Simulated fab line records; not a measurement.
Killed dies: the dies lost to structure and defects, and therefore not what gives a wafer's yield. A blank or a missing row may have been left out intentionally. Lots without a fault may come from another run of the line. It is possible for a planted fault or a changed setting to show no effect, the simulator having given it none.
A struck lot beside a sound one	flow sky130	35 steps out of a route of 708
Sound: these wafers, L174.1, L174.2, L174.3. Struck: wafers L179.3, L179.4, L179.6. The cause is named last.
Per side, at each step with rows, come the tool, then ch with its chambers, and then its first start. Under that, the readings that differ: sound wafers	struck wafers	difference of the means	sigmas: that difference in standard deviations of wafers without a fault.
alike: a reading whose means differ by less than 2 such deviations, as well as words and numbers matching on both sides. not compared: withheld readings; readings where some wafer has no value; bounds like >300 that might hide an equal value; numbers whose values overlap and for which the record gives no deviation.
The two part at a step that has a row with sigmas, a row that says differs or no value, or rows on one side only. Numbers that don't overlap but have no deviation are shown without sigmas and don't part them. A reading missing from all wafers of one side parts the sides only when that side holds two or more wafers.

first, 5 steps without rows for these wafers: SKY_METAL5_SOFTBAKE_10 (time 60 s); SKY_METAL5_EXPOSE_11 (exposes mask MM5, target cd 1600 nm); SKY_METAL5_PEB_12; SKY_METAL5_DEVELOP_13 (develop time 60 s); SKY_METAL5_DESCUM_14 (chemistry O2, time 11 s).
SKY_METAL5_METAL_ETCH_15: etches the open film in Cl2/BCl3, stops on SiO2, target depth 1260 nm, time 252 s.
  sound on rie-metal-01 ch 0,1, day 45 19:25; struck on rie-metal-04 ch 1, day 47 00:42
  alike: drypump-motor-current-A, he-backside-leak-sccm, oes-product-au, throttle-valve-pct
  not compared: rf-hours-counter-h
SKY_METAL5_STRIP_16: strips in O2/N2.
  sound on plasma-asher-03 ch 0,1, day 45 19:38; struck on plasma-asher-01 ch 0,1, day 47 01:03
  alike: drypump-motor-current-A, oes-product-au, strip-time-to-endpoint-s
  not compared: rf-hours-counter-h
then, 3 steps without rows for these wafers: SKY_METAL5_STRIP_17 (strips in post etch residue remover, time 1200 s); SKY_METAL5_CLEAN_18 (cleans in IPA, time 180 s); SKY_METAL5_CLEAN_19 (cleans in O3/DIW).
SKY_PASSIVATION_CVD_00: deposits SiO2, target thk 90 nm.
  sound on pecvd-03 ch 0,1,2, day 45 20:14; struck on pecvd-01 ch 0,1, day 47 01:37
  alike: heater-power-w, susceptor-temp-C
SKY_PASSIVATION_THK_MEAS_01:
  sound on film-metro-01 at day 45 20:16; struck on film-metro-03 at day 47 01:39
  alike: PASSIVATION_CVD_00_THK
SKY_PASSIVATION_CVD_02: deposits Si3N4, target thk 540 nm.
  sound on pecvd-02 ch 0,1,2, day 45 20:19; struck on pecvd-02 ch 0,1,2, day 47 01:41
reading	sound	struck	difference	sigmas
model.Si3N4_of_PASSIVATION_CVD_02.thk-nm (nm)	549.4 542.7 538	596.6 605.9 600.7	+57.7	
  alike: heater-power-w, susceptor-temp-C
SKY_PASSIVATION_THK_MEAS_03:
  sound on film-metro-02 at day 45 20:32; struck on film-metro-03 at day 47 01:56
reading	sound	struck	difference	sigmas
PASSIVATION_CVD_02_THK (nm)	549 543 538	597 606 601	+58	+9
then, 7 steps without rows for these wafers: SKY_PASSIVATION_DEHYDRATE_04 (time 60 s); SKY_PASSIVATION_HMDS_05 (prime time 60 s); SKY_PASSIVATION_COAT_06 (resist thk 3000 nm); SKY_PASSIVATION_SOFTBAKE_07; SKY_PASSIVATION_EXPOSE_08 (exposes mask NSM, target cd 3000 nm); SKY_PASSIVATION_PEB_09; SKY_PASSIVATION_DEVELOP_10 (develop time 60 s).
SKY_PASSIVATION_ETCH_11: etches the open film in CF4/O2, stops on AlCu, target depth 725 nm, time 161.1 s.
  sound on rie-diel-03 ch 0,2,3, day 46 17:34; struck on rie-diel-02 ch 1,2, day 47 22:10
  alike: drypump-motor-current-A, oes-product-au, throttle-valve-pct
  not compared: rf-hours-counter-h, model.PASSIVATION.feature-depth-nm, model.etch.depth-nm
SKY_PASSIVATION_STRIP_12: strips in O2/N2.
  sound on plasma-asher-02 ch 0,1, day 46 17:41; struck on plasma-asher-04 ch 0,1, day 47 22:19
  alike: drypump-motor-current-A, oes-product-au, strip-time-to-endpoint-s
  not compared: rf-hours-counter-h
then, 7 steps without rows for these wafers: SKY_PAD_OPEN_DEHYDRATE_00 (time 60 s); SKY_PAD_OPEN_HMDS_01 (prime time 60 s); SKY_PAD_OPEN_COAT_02 (resist thk 3000 nm); SKY_PAD_OPEN_SOFTBAKE_03; SKY_PAD_OPEN_EXPOSE_04 (exposes mask PDM, target cd 60000 nm); SKY_PAD_OPEN_PEB_05; SKY_PAD_OPEN_DEVELOP_06 (develop time 60 s).
SKY_PAD_OPEN_ETCH_07: etches the open film in CF4/O2, stops on AlCu, target depth 725 nm, time 161.1 s.
  sound on rie-diel-02 ch 0,2,3, day 47 13:53; struck on rie-diel-01 ch 0,1, day 48 16:52
  alike: drypump-motor-current-A, oes-product-au, throttle-valve-pct
  not compared: rf-hours-counter-h, model.PAD_OPEN.feature-depth-nm, model.etch.depth-nm
SKY_PAD_OPEN_STRIP_08: strips in O2/N2.
  sound on plasma-asher-04 ch 0,1, day 47 13:59; struck on plasma-asher-02 ch 0,1, day 48 17:01
  alike: drypump-motor-current-A, oes-product-au, strip-time-to-endpoint-s
  not compared: rf-hours-counter-h
SKY_PAD_OPEN_STRIP_09: strips in post etch residue remover, time 1200 s.
  sound on wet-bench-01 ch 1, day 47 14:05; struck on wet-bench-02 ch 0, day 48 17:05
reading	sound	struck	difference	sigmas
model.Si3N4_of_PASSIVATION_CVD_02.thk-nm (nm)	549 542.4 537.6	596.3 605.5 600.3	+57.7	
then, 1 step without rows for these wafers: SKY_PAD_OPEN_CLEAN_10 (cleans in IPA, time 180 s).
SKY_PAD_OPEN_PROBE_99:
  only the struck wafers here have rows in the record (prober-02, day 48 19:19); the sound ones have none

WHERE THEY PART
Earliest at SKY_PASSIVATION_THK_MEAS_03; latest, in this record, at SKY_PAD_OPEN_PROBE_99.

WHY: whatever the simulator had introduced
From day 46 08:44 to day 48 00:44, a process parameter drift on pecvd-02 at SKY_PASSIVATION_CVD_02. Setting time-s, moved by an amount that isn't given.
